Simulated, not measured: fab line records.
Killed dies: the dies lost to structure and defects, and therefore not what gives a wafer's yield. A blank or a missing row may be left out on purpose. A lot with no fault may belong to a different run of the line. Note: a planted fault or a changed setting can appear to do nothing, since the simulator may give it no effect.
Split-lot trial -- flow sky130 -- 23 wafers read from 5 lots, route of 708 steps

## THE SPLIT ITSELF
At SKY_SD_N_IMPLANT_09, the setting energy kev was moved away from the recipe's 50 on 9 of the 23 wafers read, by -3.1% to +2.4%. All remaining wafers had this setting at the recipe value.

## FROM THE SPLIT TO THE READING: what the file shows between them, 4 steps
- SKY_SD_N_IMPLANT_10
- SKY_SD_N_STRIP_11: strips in O2/N2
- SKY_SD_N_CLEAN_13: cleans in SC1/SC2, time 150 s
- SKY_SD_N_RTA_14: time 2 s

## THE READING
SD_N_RS, in ohm/sq, at SKY_SD_N_RS_MEAS_16 (measures by four-point-probe). A value of 68.55 ohm/sq with a standard deviation of 0.11 ohm/sq is what fault-free wafers of this fab line usually give.

wafer,"tool, chamber at the split",energy kev as run,against the recipe,"SD_N_RS, ohm/sq",against lot-mates on the recipe
L076.2,"implanter-03, 0",50,recipe,68.62,-
L076.3,"implanter-03, 0",50,recipe,68.68,-
L076.4,"implanter-03, 0",51.18,+2.4%,67.76,-0.89
L076.5,"implanter-03, 0",51.18,+2.4%,67.72,-0.93
L076.6,"implanter-03, 0",51.18,+2.4%,67.64,-1.01
L080.1,"implanter-03, 0",48.43,-3.1%,69.67,+1.11
L080.3,"implanter-03, 0",48.43,-3.1%,69.68,+1.12
L080.4,"implanter-03, 0",50,recipe,68.48,-
L080.5,"implanter-03, 0",50,recipe,68.65,-
L080.6,"implanter-03, 0",48.43,-3.1%,69.63,+1.06
L081.1,"implanter-01, 0",51,+2.0%,67.82,-0.66
L081.2,"implanter-01, 0",51,+2.0%,67.78,-0.70
L081.3,"implanter-01, 0",50,recipe,68.50,-
L081.4,"implanter-01, 0",50,recipe,68.46,-
L081.6,"implanter-01, 0",51,+2.0%,67.88,-0.60
L082.1,"implanter-04, 0",50,recipe,68.48,-
L082.2,"implanter-04, 0",50,recipe,68.58,-
L082.4,"implanter-04, 0",50,recipe,68.76,-
L082.5,"implanter-04, 0",50,recipe,68.54,-
L082.6,"implanter-04, 0",50,recipe,68.64,-
L084.3,"implanter-04, 0",50,recipe,68.40,-
L084.5,"implanter-04, 0",50,recipe,68.56,-
L084.6,"implanter-04, 0",50,recipe,68.60,-

THE FIT
A straight line over all 23 wafers: SD_N_RS changes by -0.357 ohm/sq for each +1% of energy kev; r = -0.99; the points scatter about the line by 0.083 ohm/sq.
The same after taking each lot's own level away (the mean of its wafers on the recipe; 23 wafers): -0.358 ohm/sq for each +1%; r = -0.99; scatter 0.082 ohm/sq.
On that fit, the largest move of energy kev shifts the reading by 1.1 ohm/sq.
From 68.480 to 68.650 ohm/sq: that is the span of the lots' own levels, equal to 1.5 times the standard deviation above.
Consequently the slope shifts little with the lot-to-lot level, the two slopes agreeing.
Check: with one of the wafers moved furthest among these (-3.1%) left out of the fit, the line predicts +1.12 ohm/sq for it against its lot-mates. It came out at +1.11 ohm/sq against them.

## THESE WAFERS: OTHER SPLITS
Other splits were also applied to these wafers ahead of the reading. Each is held against what the fit with the lots' levels taken away leaves over:
other split on the same wafers,wafers away from the commonest value,r with SD_N_RS (lot level and that fit taken away)
SKY_LDD_HVN_STRIP_09 power w,11,-0.07
SKY_SD_P_DEVELOP_06 dev temp c,4,+0.33
SKY_SD_P_IMPLANT_09 dose cm2,4,-0.26
SKY_RES_XHIGH_IMPLANT_07 energy kev,4,+0.29
SKY_SD_N_COAT_02 spin rpm,7,-0.43

## THE WHOLE CHAIN: every reading that the file lists as answering this split, in the file's order
step,what it does,reading,change (the file's fit),r (the file's)
SKY_SD_N_IMPLANT_09,,"implant.rp nm (the simulator's own value, which no gauge read)",+0.259 nm for each +1% of the setting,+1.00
SKY_SD_N_IMPLANT_09,,"implant.drp nm (the simulator's own value, which no gauge read)",+0.106 nm for each +1% of the setting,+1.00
SKY_SD_N_RS_MEAS_16,measures by four-point-probe,SD_N_RS,-0.359 for each +1% of the setting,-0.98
SKY_SD_N_STRIP_11,strips in O2/N2,strip time to endpoint s,"withheld for each +1% of the setting, in a fit together with spin rpm@SD_N_COAT_02",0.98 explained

## FILE'S OWN FIT
SD_N_RS changes by -0.359 ohm/sq for each +1% of energy kev, r = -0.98.
